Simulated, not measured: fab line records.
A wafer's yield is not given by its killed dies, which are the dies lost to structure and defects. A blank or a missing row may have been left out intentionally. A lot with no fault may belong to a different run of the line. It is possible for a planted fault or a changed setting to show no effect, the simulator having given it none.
fab line records    flow sfq-line
[record] lots = 5  wafers = 23
route steps=325 shown I6@266 M7@293 I7@297 M8@313
start-h: start of the lot's first displayed wafer, in hours after the record's first day    wait-h: hours from the lot's prior step to this one    " unchanged from the row above    L1.1+2: one row covering several wafers at once    - no value, or no start was given    * or withheld: withheld    < > ~ a bound
route shown NAME@n: a module of which the file shows steps, and the number in the route of the first    usual: mean and standard deviation over wafers with no fault    same: alike in all rows    chamber/n: place in a boat    sites: per-site readings    _std_site: standard deviation across them    _edge_site: the outer-site mean with the inner-site mean subtracted    radius-mm: how far each site lies from the wafer's centre    mask NAME#n: copy n    behind: tool/chamber where the wafer was last shaped    hold: why the lot went on hold/how many hours it stayed there/how the hold came to an end    device: transistor that didn't switch, given as n, p or np    end of line: the route-end tests of the same wafers    step lacking rows: just its recipe    killed: not the wafer's yield, but the dies lost to structure and defects at the first sort    map: per-die view of a wafer (x killed, . not killed, _ where there is no die)
set.NAME: the setting that was run; set.NAME@STEP: the one run at that earlier step    model.NAME: the simulator's own value behind a step, which no gauge read
lots whose settings were changed on purpose; a table a step, a row a wafer
[[steps]]
[step SFQ_TRILAYER_I6_DEP_PECVD_165]
[recipe] material = SiO2  temp-c = 150  time-s = 111.11  pressure-torr = 2.4  rf-w = 183.3  precursor = SiH4/N2O  target-thk-nm = 500
lot.wafer  tool      chamber  start-h  wait-h  set.time-s  model.SiO2_of_TRILAYER_I6_DEP_PECVD_165.thk-nm
L075.2     pecvd-02  2        1623.59  0.0     111.11      480.2
L075.5     "         2        "        "       111.11      495.6
L075.6     "         1        "        "       111.11      499.7
L078.1     pecvd-04  0        1628.35  0.0     119.6       531.3
L078.2     "         1        "        "       111.11      499.2
L078.3     "         2        "        "       111.11      503.5
L078.4     "         0        "        "       111.11      506.3
L078.5     "         2        "        "       119.6       553.5
L081.1     pecvd-02  2        1661.74  0.0     123.1       541.4
L081.2     "         1        "        "       111.11      494.3
L081.3     "         0        "        "       111.11      496.8
L081.4     "         0        "        "       123.1       550.1
L081.5     "         2        "        "       111.11      495.2
L083.2     pecvd-03  0        1663.72  0.0     105.8       468.8
L083.3     "         1        "        "       111.11      496.8
L083.4     "         1        "        "       105.8       482.9
L083.5     "         2        "        "       111.11      506.7
L083.6     "         0        "        "       105.8       478.3
L085.1     pecvd-02  1        1667.80  0.0     111.11      502.6
L085.2     "         2        "        "       123.1       545.1
L085.3     "         0        "        "       111.11      494.2
L085.5     "         2        "        "       111.11      503.5
L085.6     "         0        "        "       123.1       563
[step SFQ_TRILAYER_I6_CMP_CMP_166]
[recipe] material = SiO2  down-force-psi = 3  platen-rpm = 60  pad-velocity-m-s = 0.94248
[usual] time-to-endpoint-s = 217/10
lot.wafer  tool    chamber  start-h  wait-h  set.time-s@TRILAYER_I6_DEP_PECVD_165  time-to-endpoint-s
L075.2     cmp-01  0        1624.61  1.0     111.11                                202
L075.5     "       0        1626.61  2.9     111.11                                211
L075.6     "       1        "        "       111.11                                219
L078.4     cmp-02  1        1631.80  3.4     111.11                                209
L078.1     "       2        "        "       119.6                                 249
L078.2     "       3        "        "       111.11                                222
L078.3     "       0        "        "       111.11                                218
L078.5     "       2        1634.30  5.9     119.6                                 268
L081.1     cmp-01  0        1662.63  0.9     123.1                                 248
L081.4     "       1        "        "       123.1                                 268
L081.2     "       2        "        "       111.11                                218
L081.3     "       3        "        "       111.11                                203
L081.5     "       1        1665.13  3.3     111.11                                228
L083.2     cmp-01  1        1665.63  1.9     105.8                                 202
L083.4     "       2        "        "       105.8                                 210
L083.3     "       3        "        "       111.11                                203
L083.5     "       1        1667.63  3.8     111.11                                231
L083.6     "       2        "        "       105.8                                 202
L085.2     cmp-02  2        1672.66  4.8     123.1                                 250
L085.1     "       3        "        "       111.11                                222
L085.3     "       0        "        "       111.11                                201
L085.5     "       2        1674.66  6.8     111.11                                220
L085.6     "       3        "        "       123.1                                 260
[step SFQ_TRILAYER_I6_VIA_LITHO_EXPOSE_170]
[recipe] mask-id = I6  na = 0.6  source-shape = conventional  sigma-outer = 0.65  target-cd-nm = 700  dose-mj = 21.3
lot.wafer   tool            chamber  start-h  wait-h  mask  set.dose-mj
L075.2+5+6  krf-scanner-01  0        1743.65  -       I6#0  21.3
L078.1+2+3  krf-scanner-01  0        1749.45  -       I6#0  21.3
L078.4+5    "               0        "        "       I6#0  19.92
L081.1+2+5  krf-scanner-02  0        1773.51  -       I6#0  21.3
L081.3+4    "               0        "        "       I6#0  19.75
L083.2+3+4  krf-scanner-02  0        1776.11  -       I6#0  21.3
L083.5+6    "               0        "        "       I6#0  22.18
L085.1+2+5  krf-scanner-01  0        1781.24  -       I6#0  21.84
L085.3+6    "               0        "        "       I6#0  21.3
[step SFQ_TRILAYER_I6_VIA_LITHO_PEB_172]
[recipe] peb-temp-c = 115  peb-time-s = 60  resist = KrF
[step SFQ_TRILAYER_I6_VIA_LITHO_DEVELOP_171]
[recipe] time-s = 60  resist = KrF
[step SFQ_TRILAYER_I6_VIA_BARC_OPEN_VIA_ETCH_235]
[recipe] mask-material = PR  chemistry = O2  target-depth-nm = 125  target = BARC  source-w = 500  bias-w = 80  pressure-mtorr = 30  time-s = 41.7
lot.wafer  tool         chamber  start-h  wait-h  set.dose-mj@TRILAYER_I6_VIA_LITHO_EXPOSE_170  model.I6.cd-nm
L075.2     rie-diel-03  0        1744.98  0.0     21.3                                          699.4
L075.5     "            0        "        "       21.3                                          700.2
L075.6     "            3        "        "       21.3                                          700.5
L078.1     rie-diel-03  0        1750.98  0.0     21.3                                          701.5
L078.2     "            3        "        "       21.3                                          700.7
L078.3     "            2        "        "       21.3                                          698.1
L078.4     "            1        "        "       19.92                                         685.9
L078.5     "            1        "        "       19.92                                         687.8
L081.1     rie-diel-01  2        1775.05  0.0     21.3                                          702.3
L081.2     "            3        "        "       21.3                                          700.9
L081.3     "            1        "        "       19.75                                         687
L081.4     "            2        "        "       19.75                                         690.2
L081.5     "            1        "        "       21.3                                          698.8
L083.2     rie-diel-01  3        1777.45  0.0     21.3                                          701.3
L083.3     "            2        "        "       21.3                                          703.8
L083.4     "            1        "        "       21.3                                          701
L083.5     "            3        "        "       22.18                                         708.6
L083.6     "            2        "        "       22.18                                         710.5
L085.1     rie-diel-04  0        1782.77  0.0     21.84                                         702.2
L085.2     "            1        "        "       21.84                                         702.5
L085.3     "            2        "        "       21.3                                          698.3
L085.5     "            2        "        "       21.84                                         702.4
L085.6     "            3        "        "       21.3                                          702.8
[step SFQ_TRILAYER_I6_VIA_ETCH_VIA_ETCH_172]
[recipe] target = SiO2  stop-on = Nb  mask-material = PR  taper-deg = 20  chemistry = CHF3  target-depth-nm = 260  source-w = 500  bias-w = 80  pressure-mtorr = 30  time-s = withheld
lot.wafer  tool         chamber  start-h  wait-h  set.dose-mj@TRILAYER_I6_VIA_LITHO_EXPOSE_170  model.I6.cd-nm
L075.2     rie-diel-03  0        1745.02  0.0     21.3                                          695.6
L075.5     "            0        "        "       21.3                                          696.4
L075.6     "            3        "        "       21.3                                          701.4
L078.1     rie-diel-03  0        1751.02  0.0     21.3                                          698.2
L078.2     "            3        "        "       21.3                                          703.1
L078.3     "            2        "        "       21.3                                          699.5
L078.4     "            1        "        "       19.92                                         686.2
L078.5     "            1        "        "       19.92                                         686.1
L081.1     rie-diel-01  2        1775.09  0.0     21.3                                          701.5
L081.2     "            3        "        "       21.3                                          701.7
L081.3     "            1        "        "       19.75                                         686.6
L081.4     "            2        "        "       19.75                                         687.8
L081.5     "            1        "        "       21.3                                          698.9
L083.2     rie-diel-01  3        1777.49  0.0     21.3                                          703
L083.3     "            2        "        "       21.3                                          702.4
L083.4     "            1        "        "       21.3                                          701.5
L083.5     "            3        "        "       22.18                                         710.6
L083.6     "            2        "        "       22.18                                         709.7
L085.1     rie-diel-04  0        1782.81  0.0     21.84                                         701.6
L085.2     "            1        "        "       21.84                                         703.4
L085.3     "            2        "        "       21.3                                          699.4
L085.5     "            2        "        "       21.84                                         703.1
L085.6     "            3        "        "       21.3                                          700.7
[step SFQ_TRILAYER_M7_ETCH_METAL_ETCH_180]
[recipe] target = Nb  stop-on = SiO2  mask-material = PR  chemistry = Cl2/Ar  target-depth-nm = 240  icp-w = 600  bias-w = 80  pressure-mtorr = 10  time-s = 120
lot.wafer  tool          chamber  start-h  wait-h  set.icp-w  model.KrF_of_TRILAYER_M7_LITHO_COAT_177.thk-nm
L075.2     rie-metal-04  1        1833.23  0.0     600        384.9
L075.5     "             1        "        "       600        386.5
L075.6     "             0        "        "       600        382.1
L078.1     rie-metal-03  0        1842.83  0.0     600        382.1
L078.2     "             1        "        "       600        379.6
L078.3     "             0        "        "       576.6      386.2
L078.4     "             1        "        "       600        379.4
L078.5     "             1        "        "       576.6      384.3
L081.1     rie-metal-02  1        1864.85  0.0     600        382.9
L081.2     "             0        "        "       630.4      370.1
L081.3     "             1        "        "       630.4      374.1
L081.4     "             0        "        "       630.4      370.9
L081.5     "             0        "        "       600        376.3
L083.2     rie-metal-02  1        1869.65  0.0     575.3      387.1
L083.3     "             0        "        "       600        377.9
L083.4     "             1        "        "       600        381
L083.5     "             1        "        "       575.3      388.3
L083.6     "             0        "        "       600        379.4
L085.1     rie-metal-02  0        1874.45  0.0     667        366.4
L085.2     "             1        "        "       600        381.1
L085.3     "             0        "        "       600        380.3
L085.5     "             0        "        "       600        380
L085.6     "             1        "        "       667        367.6
[step SFQ_TRILAYER_I7_CMP_CMP_184]
[recipe] material = SiO2  down-force-psi = 3  platen-rpm = 60  pad-velocity-m-s = 0.94248
lot.wafer  tool    chamber  start-h  wait-h  set.leave-above-ref-nm  model.SiO2_of_TRILAYER_I7_DEP_PECVD_183.thk-nm
L075.2     cmp-02  1        1838.11  3.9     200                     197.6
L075.5     "       2        "        "       200                     201
L075.6     "       3        "        "       200                     201.5
L078.3     cmp-02  1        1843.81  0.0     200                     196.8
L078.1     "       2        "        "       200                     201.6
L078.4     "       3        "        "       200                     201.8
L078.2     "       0        "        "       200                     199.3
L078.5     "       2        1846.31  2.5     200                     201.2
L081.4     cmp-01  3        1873.69  7.9     191.1                   189.1
L081.3     "       0        "        "       191.1                   191
L081.2     "       1        "        "       200                     202.3
L081.1     "       2        "        "       200                     200.6
L081.5     "       3        "        "       191.1                   190.2
L083.4     cmp-02  3        1884.53  13.9    214.2                   216.2
L083.3     "       0        "        "       214.2                   214
L083.2     "       2        1886.03  15.4    200                     202.7
L083.5     "       3        "        "       214.2                   215.9
L083.6     "       0        "        "       200                     199.1
L085.2     cmp-01  0        1894.69  19.3    212.1                   213.2
L085.1     "       1        "        "       200                     201.8
L085.3     "       3        1896.19  20.8    212.1                   211.6
L085.5     "       0        "        "       200                     200.5
L085.6     "       1        "        "       212.1                   215
[step SFQ_TRILAYER_I7_METRO_MEASURE_185]
[usual] thk-nm = 200.1/1.7
lot.wafer  tool           chamber  start-h  wait-h  set.leave-above-ref-nm@TRILAYER_I7_CMP_CMP_184  thk-nm
L075.2     film-metro-01  -        1839.93  0.3     200                                             197.5
L075.5     "              -        "        "       200                                             201.0
L075.6     "              -        "        "       200                                             201.4
L078.1     film-metro-04  -        1846.93  0.1     200                                             201.5
L078.2     "              -        "        "       200                                             199.3
L078.3     "              -        "        "       200                                             196.8
L078.4     "              -        "        "       200                                             201.9
L078.5     "              -        "        "       200                                             201.3
L081.1     film-metro-04  -        1876.81  0.1     200                                             200.3
L081.2     "              -        "        "       200                                             202.3
L081.3     "              -        "        "       191.1                                           190.9
L081.4     "              -        "        "       191.1                                           189.1
L081.5     "              -        "        "       191.1                                           190.3
L083.2     film-metro-04  -        1887.85  0.3     200                                             202.6
L083.3     "              -        "        "       214.2                                           214.2
L083.4     "              -        "        "       214.2                                           216.2
L083.5     "              -        "        "       214.2                                           216.0
L083.6     "              -        "        "       200                                             199.1
L085.1     film-metro-04  -        1897.81  0.1     200                                             201.7
L085.2     "              -        "        "       212.1                                           213.4
L085.3     "              -        "        "       212.1                                           211.6
L085.5     "              -        "        "       200                                             200.5
L085.6     "              -        "        "       212.1                                           215.0
[step SFQ_TRILAYER_I7_VIA_LITHO_COAT_192]
[recipe] resist = BARC  spin-rpm = 3000  resist-thk-nm = 62
[step SFQ_TRILAYER_I7_VIA_LITHO_COAT_187]
[recipe] resist = KrF  spin-rpm = 3000  resist-thk-nm = 650
[step SFQ_TRILAYER_I7_VIA_BARC_OPEN_VIA_ETCH_260]
[recipe] mask-material = PR  chemistry = O2  target-depth-nm = 125  target = BARC  source-w = 500  bias-w = 80  pressure-mtorr = 30  time-s = 41.7
[step SFQ_TRILAYER_I7_VIA_ETCH_VIA_ETCH_190]
[recipe] target = SiO2  stop-on = Nb  mask-material = PR  taper-deg = 20  chemistry = CHF3  target-depth-nm = 260  source-w = 500  bias-w = 80  pressure-mtorr = 30  time-s = withheld
[usual] oes-product-au = 0.855/0.0064
lot.wafer  tool         chamber  start-h  wait-h  set.leave-above-ref-nm@TRILAYER_I7_CMP_CMP_184  oes-product-au  model.etch.depth-nm  model.I7.feature-depth-nm
L075.2     rie-diel-01  2        1916.98  0.0     200                                             0.851           197.6                197.6
L075.5     "            3        "        "       200                                             0.857           201                  201
L075.6     "            0        "        "       200                                             0.861           201.5                201.5
L078.1     rie-diel-04  0        1926.58  0.0     200                                             0.863           201.6                201.6
L078.2     "            1        "        "       200                                             0.846           199.3                199.3
L078.3     "            3        "        "       200                                             0.850           -                    196.8
L078.4     "            2        "        "       200                                             0.859           -                    201.8
L078.5     "            2        "        "       200                                             0.857           -                    201.2
L081.1     rie-diel-04  0        1951.06  0.0     200                                             0.866           -                    200.6
L081.2     "            2        "        "       200                                             0.856           202.3                202.3
L081.3     "            3        "        "       191.1                                           0.837           191                  191
L081.4     "            3        "        "       191.1                                           0.829           189.1                189.1
L081.5     "            0        "        "       191.1                                           0.833           -                    190.2
L083.2     rie-diel-04  3        1970.26  0.0     200                                             0.864           202.7                202.7
L083.3     "            1        "        "       214.2                                           0.881           214                  214
L083.4     "            2        "        "       214.2                                           0.896           216.2                216.2
L083.5     "            1        "        "       214.2                                           0.889           215.9                215.9
L083.6     "            0        "        "       200                                             0.858           199.1                199.1
L085.1     rie-diel-04  3        1989.46  0.0     200                                             0.846           201.8                201.8
L085.2     "            1        "        "       212.1                                           0.888           213.2                213.2
L085.3     "            2        "        "       212.1                                           0.881           211.6                211.6
L085.5     "            1        "        "       200                                             0.857           200.5                200.5
L085.6     "            2        "        "       212.1                                           0.887           215                  215
[step SFQ_TRILAYER_M8_LITHO_COAT_193]
[recipe] resist = KrF  spin-rpm = 3000  resist-thk-nm = 600
lot.wafer  tool            chamber  start-h  wait-h  set.resist-thk-nm  model.KrF_of_TRILAYER_M8_LITHO_COAT_193.thk-nm
L075.2     litho-track-02  0        -        -       600                601.5
L075.5     "               0        "        "       600                600.7
L075.6     "               0        "        "       600                601.3
L078.1     litho-track-02  0        -        -       600                602.2
L078.2     "               0        "        "       600                601.4
L078.3     "               0        "        "       613.3              616.2
L078.4     "               0        "        "       613.3              616.7
L078.5     "               0        "        "       613.3              616.1
L081.1     litho-track-04  0        -        -       600                599.3
L081.2     "               0        "        "       600                601.3
L081.3     "               0        "        "       619                617.4
L081.4     "               0        "        "       600                599.4
L081.5     "               0        "        "       619                618.2
L083.2     litho-track-03  0        -        -       600                600.8
L083.3     "               0        "        "       600                599.4
L083.4     "               0        "        "       600                601.3
L083.5     "               0        "        "       600                598.3
L083.6     "               0        "        "       600                599
L085.1     litho-track-03  0        -        -       623.4              624.2
L085.2     "               0        "        "       600                601.6
L085.3     "               0        "        "       623.4              623.2
L085.5     "               0        "        "       600                600.3
L085.6     "               0        "        "       600                600.5
[step SFQ_TRILAYER_M8_DEP_EVAP_197]
[recipe] material = Ti  angular-spread-deg = 1  target-thk-nm = 20  time-s = 100  power-w = 2000
lot.wafer  tool            chamber  start-h  wait-h  set.time-s  model.Ti_of_TRILAYER_M8_DEP_EVAP_197.thk-nm
L075.2     pvd-sputter-02  -        2009.81  0.0     100         20.26
L075.5     "               -        "        "       100         20.11
L075.6     "               -        "        "       100         19.91
L078.1     pvd-sputter-01  -        2020.61  0.0     114.8       22.46
L078.2     "               -        "        "       114.8       22.38
L078.3+4   "               -        "        "       100         20.18
L078.5     "               -        "        "       114.8       22.93
L081.1     pvd-sputter-01  -        2050.83  0.0     100         20.32
L081.2     "               -        "        "       90.02       17.49
L081.3     "               -        "        "       100         20.15
L081.4     "               -        "        "       90.02       17.46
L081.5     "               -        "        "       100         19.48
L083.2     pvd-sputter-02  -        2074.95  0.0     100         19.98
L083.3     "               -        "        "       100         19.84
L083.4     "               -        "        "       100         19.97
L083.5     "               -        "        "       100         19.88
L083.6     "               -        "        "       100         20.01
L085.1     pvd-sputter-02  -        2090.55  0.0     100         19.71
L085.2     "               -        "        "       100         19.51
L085.3     "               -        "        "       94.82       18.81
L085.5     "               -        "        "       100         19.63
L085.6     "               -        "        "       94.82       19.11
[step SFQ_TRILAYER_M8_DEP_EVAP_198]
[recipe] material = Pt  angular-spread-deg = 1  target-thk-nm = 50  time-s = 250  power-w = 2000
lot.wafer  tool            chamber  start-h  wait-h  set.time-s  model.Pt_of_TRILAYER_M8_DEP_EVAP_198.thk-nm
L075.2     pvd-sputter-02  -        2009.89  0.0     250         50.45
L075.5     "               -        "        "       250         49.4
L075.6     "               -        "        "       250         49.58
L078.1     pvd-sputter-01  -        2020.69  0.0     270.1       54.86
L078.2     "               -        "        "       250         50.77
L078.3     "               -        "        "       270.1       54.07
L078.4     "               -        "        "       270.1       54.65
L078.5     "               -        "        "       250         50.11
L081.1     pvd-sputter-01  -        2050.90  0.0     282         57.23
L081.2     "               -        "        "       250         50.56
L081.3     "               -        "        "       282         56.3
L081.4     "               -        "        "       250         51.12
L081.5     "               -        "        "       250         50.67
L083.2     pvd-sputter-02  -        2075.02  0.0     273.5       55.29
L083.3     "               -        "        "       273.5       54.88
L083.4     "               -        "        "       250         49.98
L083.5     "               -        "        "       273.5       55.09
L083.6     "               -        "        "       250         50.4
L085.1     pvd-sputter-02  -        2090.62  0.0     250         49.75
L085.2     "               -        "        "       250         50.03
L085.3     "               -        "        "       250         49.6
L085.5     "               -        "        "       250         49.36
L085.6     "               -        "        "       250         49.57
[[key]]
[split] step = SFQ_TRILAYER_I6_DEP_PECVD_165  setting = time-s  stated = 111.11  by = wafer
[response] step = SFQ_TRILAYER_I6_DEP_PECVD_165  reading = model.SiO2_of_TRILAYER_I6_DEP_PECVD_165.thk-nm  change = +4.92  per = 1%  r = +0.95
[response] step = SFQ_TRILAYER_I6_CMP_CMP_166  reading = time-to-endpoint-s  change = *  per = 1%  r = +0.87
[split] step = SFQ_TRILAYER_I6_VIA_LITHO_EXPOSE_170  setting = dose-mj  stated = 21.3  by = wafer
[response] step = SFQ_TRILAYER_I6_VIA_BARC_OPEN_VIA_ETCH_235  reading = model.I6.cd-nm  change = +1.77  per = 1%  r = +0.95
[response] step = SFQ_TRILAYER_I6_VIA_ETCH_VIA_ETCH_172  reading = model.I6.cd-nm  change = +1.93  per = 1%  r = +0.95
[split] step = SFQ_TRILAYER_M7_ETCH_METAL_ETCH_180  setting = icp-w  stated = 600  by = wafer
[response] step = SFQ_TRILAYER_M7_ETCH_METAL_ETCH_180  reading = model.KrF_of_TRILAYER_M7_LITHO_COAT_177.thk-nm  change = -1.33  per = 1%  r = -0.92
[split] step = SFQ_TRILAYER_I7_CMP_CMP_184  setting = leave-above-ref-nm  stated = 200  by = wafer
[response] step = SFQ_TRILAYER_I7_CMP_CMP_184  reading = model.SiO2_of_TRILAYER_I7_DEP_PECVD_183.thk-nm  change = +2.12  per = 1%  r = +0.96
[response] step = SFQ_TRILAYER_I7_METRO_MEASURE_185  reading = thk-nm  change = +2.13  per = 1%  r = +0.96
[response] step = SFQ_TRILAYER_I7_VIA_ETCH_VIA_ETCH_190  reading = oes-product-au  change = +0.00499  per = 1%  r = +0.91
[response] step = SFQ_TRILAYER_I7_VIA_ETCH_VIA_ETCH_190  reading = model.etch.depth-nm  change = +2.11  per = 1%  r = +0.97
[response] step = SFQ_TRILAYER_I7_VIA_ETCH_VIA_ETCH_190  reading = model.I7.feature-depth-nm  change = +2.12  per = 1%  r = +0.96
[split] step = SFQ_TRILAYER_M8_LITHO_COAT_193  setting = resist-thk-nm  stated = 600  by = wafer
[response] step = SFQ_TRILAYER_M8_LITHO_COAT_193  reading = model.KrF_of_TRILAYER_M8_LITHO_COAT_193.thk-nm  change = +5.91  per = 1%  r = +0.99
[split] step = SFQ_TRILAYER_M8_DEP_EVAP_197  setting = time-s  stated = 100  by = wafer
[response] step = SFQ_TRILAYER_M8_DEP_EVAP_197  reading = model.Ti_of_TRILAYER_M8_DEP_EVAP_197.thk-nm  change = +0.186  per = 1%  r = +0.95
[split] step = SFQ_TRILAYER_M8_DEP_EVAP_198  setting = time-s  stated = 250  by = wafer
[response] step = SFQ_TRILAYER_M8_DEP_EVAP_198  reading = model.Pt_of_TRILAYER_M8_DEP_EVAP_198.thk-nm  change = +0.49  per = 1%  r = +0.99
